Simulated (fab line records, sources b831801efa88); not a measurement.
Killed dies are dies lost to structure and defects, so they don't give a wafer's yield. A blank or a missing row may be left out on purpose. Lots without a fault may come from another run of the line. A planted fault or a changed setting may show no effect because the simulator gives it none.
fab line records | flow sfq_line
record lots=5 wafers=15 last_day=91
route steps=325 shown I2@117 M3@118
lots that met no fault: from a run of the same line without faults
start_h: hours from the record's first day to the start of the lot's first wafer shown | wait_h: hours since the lot's step before | " the same as in the row above | L1.1+2: a row that stands for several wafers | - no value, or no start given | * or withheld: withheld | < > ~ a bound
route shown NAME@n: a module of which the file shows steps, and the number in the route of the first | usual: mean/standard deviation of fault-free wafers | same: alike in all rows | chamber/n: place in a boat | sites: the reading at each site | _std_site: their standard deviation | _edge_site: outer sites' mean less inner sites' | radius_mm: how far each site lies from the wafer's centre | mask NAME#n: copy n | behind: the tool/chamber that last shaped the wafer | hold: why the lot was held/for how many hours/how that ended | device: the transistor (n, p or np) that didn't switch | end of line: the same wafers' tests at the end of the route | a step without rows: its recipe alone | killed: dies lost to structure and defects at the first sort, not the wafer's yield | map: a wafer's dies, x killed, . not, _ none there
set.NAME: the setting as run; set.NAME@STEP: as run at that earlier step | model.NAME: the simulator's own value behind a step, which no gauge read
lots at some steps of the route; a table a step, a row a wafer
services: from which hour (start_h, from the record's first day; less than 0 if before it) a tool's chamber was out of use, for how many hours, and why
## steps
# step SFQ_TRILAYER_I2_VIA_STRIP_SOLV_CLEAN_072
# recipe chemistry=NMP temp_c=70 time_s=600
# step SFQ_TRILAYER_M3_DEP_PRE_CLEAN_074
# recipe gas=Ar time_s=22.5 bias_v=250
# step SFQ_TRILAYER_M3_DEP_SPUTTER_073
# recipe material=Nb base_pressure_pa=1.33e-06 chamber_pressure_pa=0.1383 substrate_temp_c=20 resputter_cathode_voltage_v=400 target_thk_nm=200 power_w=2000 time_s=133.3
# usual chamber_pressure_pa=0.13835/0.00026 throttle_valve_pct=30.1/0.96
# columns lot.wafer tool chamber start_h wait_h chamber_pressure_pa throttle_valve_pct
L648.2 pvd_sputter-05 - 746.07 0.0 0.13822 30.5
L648.5 " - " " 0.1384 30.3
L648.6 " - " " 0.13864 30.5
L659.1 pvd_sputter-06 - 895.18 0.0 0.13819 30.1
L659.4 " - " " 0.13851 30.2
L659.5 " - " " 0.13804 29.4
L662.3 pvd_sputter-06 - 946.54 0.0 0.13828 30.2
L662.4 " - " " 0.13767 29.4
L662.5 " - " " 0.13856 28.8
L667.3 pvd_sputter-03 - 1101.08 0.0 0.13856 30.3
L667.4 " - " " 0.13827 31.7
L667.5 " - " " 0.13844 30.4
L668.4 pvd_sputter-03 - 1108.40 0.0 0.13818 30.0
L668.5 " - " " 0.13818 27.9
L668.6 " - " " 0.13798 30.2
# step SFQ_M3_RS_MEAS_919
# recipe thk_meas_gauge=four-point-probe reads=Nb_of_TRILAYER_M3_DEP_SPUTTER_073
# usual M3_NB_RS=0.894/0.0078
# columns lot.wafer tool chamber start_h wait_h M3_NB_RS[ohm/sq]
L648.2 film_metro-04 - 746.18 0.1 0.892
L648.5 " - " " 0.893
L648.6 " - " " 0.894
L659.1 film_metro-04 - 895.27 0.0 0.885
L659.4 " - " " 0.894
L659.5 " - " " 0.893
L662.3 film_metro-04 - 946.67 0.1 0.901
L662.4 " - " " 0.905
L662.5 " - " " 0.900
L667.3 film_metro-03 - 1101.21 0.1 0.904
L667.4 " - " " 0.896
L667.5 " - " " 0.899
L668.4 film_metro-01 - 1108.55 0.1 0.900
L668.5 " - " " 0.905
L668.6 " - " " 0.904
# step SFQ_TRILAYER_M3_LITHO_COAT_080
# recipe resist=BARC spin_rpm=3000 resist_thk_nm=62
# step SFQ_TRILAYER_M3_LITHO_COAT_075
# recipe resist=KrF spin_rpm=3000 resist_thk_nm=600
# step SFQ_TRILAYER_M3_LITHO_SOFTBAKE_079
# recipe temp_c=withheld time_s=withheld resist=KrF
# step SFQ_TRILAYER_M3_LITHO_EXPOSE_076
# recipe mask_id=M3 na=0.6 source_shape=conventional sigma_outer=0.65 target_cd_nm=500 dose_mj=14.4
# step SFQ_TRILAYER_M3_LITHO_PEB_078
# recipe peb_temp_c=115 peb_time_s=60 resist=KrF
# step SFQ_TRILAYER_M3_LITHO_DEVELOP_077
# recipe time_s=60 resist=KrF
# step SFQ_M3_OVL_MEAS_921
# usual M3_OVL=-3/4.7
# columns lot.wafer tool chamber start_h wait_h M3_OVL[nm]
L648.2 overlay-01 - 902.37 0.1 1
L648.5 " - " " -5
L648.6 " - " " -2
L659.1 overlay-01 - 1030.10 0.1 4
L659.4 " - " " -10
L659.5 " - " " 0
L662.3 overlay-01 - 1055.57 0.1 -7
L662.4 " - " " -4
L662.5 " - " " 3
L667.3 overlay-02 - 1233.64 0.1 0
L667.4 " - " " -2
L667.5 " - " " 8
L668.4 overlay-02 - 1239.65 0.1 2
L668.5 " - " " 0
L668.6 " - " " 0
# step SFQ_TRILAYER_M3_BARC_OPEN_METAL_ETCH_100
# recipe mask_material=PR chemistry=O2 target_depth_nm=125 target=BARC icp_w=600 bias_w=78.62 pressure_mtorr=10 time_s=41.7
# usual bias_w=78.59/0.22 drypump_motor_current_A=5.8/0.4 he_backside_leak_sccm=3.36/0.18 oes_product_au=0.685/0.0044 rf_fwd_power_W=594.5/2.5
# columns lot.wafer tool chamber start_h wait_h bias_w drypump_motor_current_A he_backside_leak_sccm oes_product_au rf_fwd_power_W rf_hours_counter_h model.KrF_of_TRILAYER_M3_LITHO_COAT_075.thk_nm
L648.2 rie_metal-04 1 902.40 0.0 78.58 5.8 3.26 0.683 598.8 86 522
L648.5 " 1 " " 78.61 5.8 3.41 0.680 595.9 - 522.3
L648.6 " 0 " " 78.79 5.1 3.33 0.684 593.0 - 519.4
L659.1 rie_metal-03 0 1030.13 0.0 78.62 6.1 3.66 0.688 593.3 27 525.7
L659.4 " 0 " " 78.48 6.1 3.43 0.684 591.1 - 521.8
L659.5 " 1 " " 78.88 6.0 3.46 0.689 500.1 - 532.1
L662.3 rie_metal-04 0 1055.62 0.0 78.63 5.1 3.08 0.689 590.1 - 528.4
L662.4 " 1 " " 78.34 5.8 3.28 0.683 595.5 - 527.1
L662.5 " 0 " " 78.56 5.1 3.26 0.688 587.2 - 527
L667.3 rie_metal-02 0 1233.69 0.0 78.57 6.3 3.33 0.692 596.8 - 521.6
L667.4 " 1 " " 78.60 5.4 2.96 0.683 596.6 - 519.8
L667.5 " 0 " " 78.43 6.3 3.27 0.681 593.7 - 522.2
L668.4 rie_metal-03 1 1239.69 0.0 78.62 6.0 3.24 0.690 591.2 - 521.1
L668.5 " 1 " " 78.77 6.0 3.32 0.680 592.0 - 521.8
L668.6 " 0 " " 78.15 6.1 3.80 0.688 595.1 - 524.6
# step SFQ_TRILAYER_M3_ETCH_METAL_ETCH_078
# recipe target=Nb stop_on=SiO2 mask_material=PR chemistry=Cl2/Ar target_depth_nm=240 icp_w=600 bias_w=80 pressure_mtorr=10 time_s=120
# usual bias_w=80.00/0.21 drypump_motor_current_A=5.8/0.4 he_backside_leak_sccm=3.4/0.34 oes_product_au=0.893/0.0061 rf_fwd_power_W=597.2/1.8
# columns lot.wafer tool chamber start_h wait_h bias_w drypump_motor_current_A he_backside_leak_sccm oes_product_au rf_fwd_power_W rf_hours_counter_h model.KrF_of_TRILAYER_M3_LITHO_COAT_075.thk_nm
L648.2 rie_metal-04 1 902.46 0.0 79.94 5.8 3.2 0.891 596.0 86 380.3
L648.5 " 1 " " 80.12 5.8 3.3 0.902 597.9 - 381.9
L648.6 " 0 " " 79.96 5.1 3.3 0.892 597.3 - 376.7
L659.1 rie_metal-03 0 1030.19 0.0 79.89 6.1 3.6 0.901 599.3 27 382.9
L659.4 " 0 " " 80.29 6.1 3.6 0.897 597.4 - 379.1
L659.5 " 1 " " 80.02 6.0 3.4 0.891 597.7 - 391.9
L662.3 rie_metal-04 0 1055.70 0.1 80.27 5.1 3.3 0.883 594.1 - 388.3
L662.4 " 1 " " 79.79 5.8 3.3 0.885 597.0 - 387.9
L662.5 " 0 " " 80.35 5.1 3.3 0.887 593.2 - 387.8
L667.3 rie_metal-02 0 1233.77 0.1 79.96 6.3 3.3 0.890 596.2 - 384
L667.4 " 1 " " 80.17 5.5 3.5 0.894 600.0 - 379.9
L667.5 " 0 " " 80.03 6.3 3.3 0.891 599.6 - 384.3
L668.4 rie_metal-03 1 1239.77 0.1 79.97 6.0 3.3 0.896 598.7 - 378.3
L668.5 " 1 " " 79.90 6.0 3.4 0.888 597.4 - 380.3
L668.6 " 0 " " 80.05 6.1 3.6 0.885 594.9 - 380.8
# step SFQ_TRILAYER_M3_STRIP_STRIP_079
# recipe gas=O2 power_w=200 platen_temp_c=40 overash_fraction=0.65 chemistry=O2 pressure_mtorr=50
# usual drypump_motor_current_A=5.8/0.39 he_backside_leak_sccm=3.37/0.29 oes_product_au=1.000/0.0085
# columns lot.wafer tool chamber start_h wait_h drypump_motor_current_A he_backside_leak_sccm oes_product_au rf_hours_counter_h
L648.2 rie_metal-04 1 902.58 0.1 5.9 3.27 0.992 86
L648.5 " 1 " " 5.8 3.24 0.998 -
L648.6 " 0 " " 5.1 3.13 1.004 -
L659.1 rie_metal-03 0 1030.32 0.1 6.1 3.75 1.002 27
L659.4 " 0 " " 6.1 3.80 1.009 -
L659.5 " 1 " " 6.0 3.41 0.987 -
L662.3 rie_metal-04 0 1055.98 0.2 5.1 3.46 0.990 -
L662.4 " 1 " " 5.9 3.22 0.994 -
L662.5 " 0 " " 5.1 3.42 0.993 -
L667.3 rie_metal-02 0 1234.05 0.2 6.3 3.31 1.008 -
L667.4 " 1 " " 5.5 3.22 1.003 -
L667.5 " 0 " " 6.3 3.33 0.994 -
L668.4 rie_metal-03 1 1240.05 0.2 6.0 3.13 1.001 -
L668.5 " 1 " " 6.0 3.11 1.000 -
L668.6 " 0 " " 6.1 3.70 1.005 -
## services
# columns tool chamber start_h hours kind
pvd_sputter-03 - 723.15 0.9 repair
rie_metal-02 1 747.28 5.9 repair
pvd_sputter-06 - 799.43 1.3 repair
pvd_sputter-03 - 809.01 8.8 repair
pvd_sputter-05 - 809.29 1.7 repair
rie_metal-02 - 835.04 0.8 repair
rie_metal-03 - 837.94 2.4 repair
rie_metal-03 - 852.75 1.3 repair
pvd_sputter-06 - 859.64 1.6 repair
rie_metal-03 0 905.28 3.3 repair
pvd_sputter-03 - 906.65 9.6 repair
rie_metal-03 - 932.83 0.8 repair
pvd_sputter-03 - 966.97 1.4 repair
rie_metal-02 - 998.24 1.0 repair
rie_metal-03 1 1005.37 17.1 repair
pvd_sputter-06 - 1013.31 21.9 repair
pvd_sputter-06 - 1019.81 1.0 repair
pvd_sputter-05 - 1046.92 1.5 repair
rie_metal-04 0 1063.00 20.2 repair
pvd_sputter-03 - 1165.81 2.9 repair
rie_metal-03 - 1182.65 0.5 repair
rie_metal-02 - 1189.74 2.8 pm
pvd_sputter-03 - 1191.40 0.7 repair
rie_metal-02 - 1219.29 0.8 repair
## key
first_sign step=SFQ_TRILAYER_M3_BARC_OPEN_METAL_ETCH_100 reading=rf_fwd_power_W direction=down sigmas=37 usual=594.5 struck=500.1
effect none on later readings
model_effect step=SFQ_TRILAYER_M3_BARC_OPEN_METAL_ETCH_100 value=KrF_of_TRILAYER_M3_LITHO_COAT_075.thk_nm without=524.8 struck=532.1
model_effect step=SFQ_TRILAYER_M3_ETCH_METAL_ETCH_078 value=KrF_of_TRILAYER_M3_LITHO_COAT_075.thk_nm without=384.6 struck=391.9
met_at SFQ_TRILAYER_M3_BARC_OPEN_METAL_ETCH_100
struck_wafers L659.5
fault kind=process_parameter_drift tool=rie_metal-03 chamber=1 onset_h=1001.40 steps=SFQ_TRILAYER_M3_BARC_OPEN_METAL_ETCH_100 channel=icp_w offset=-96 shape=step end_h=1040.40 acts_in=these_recipes_only stated=600
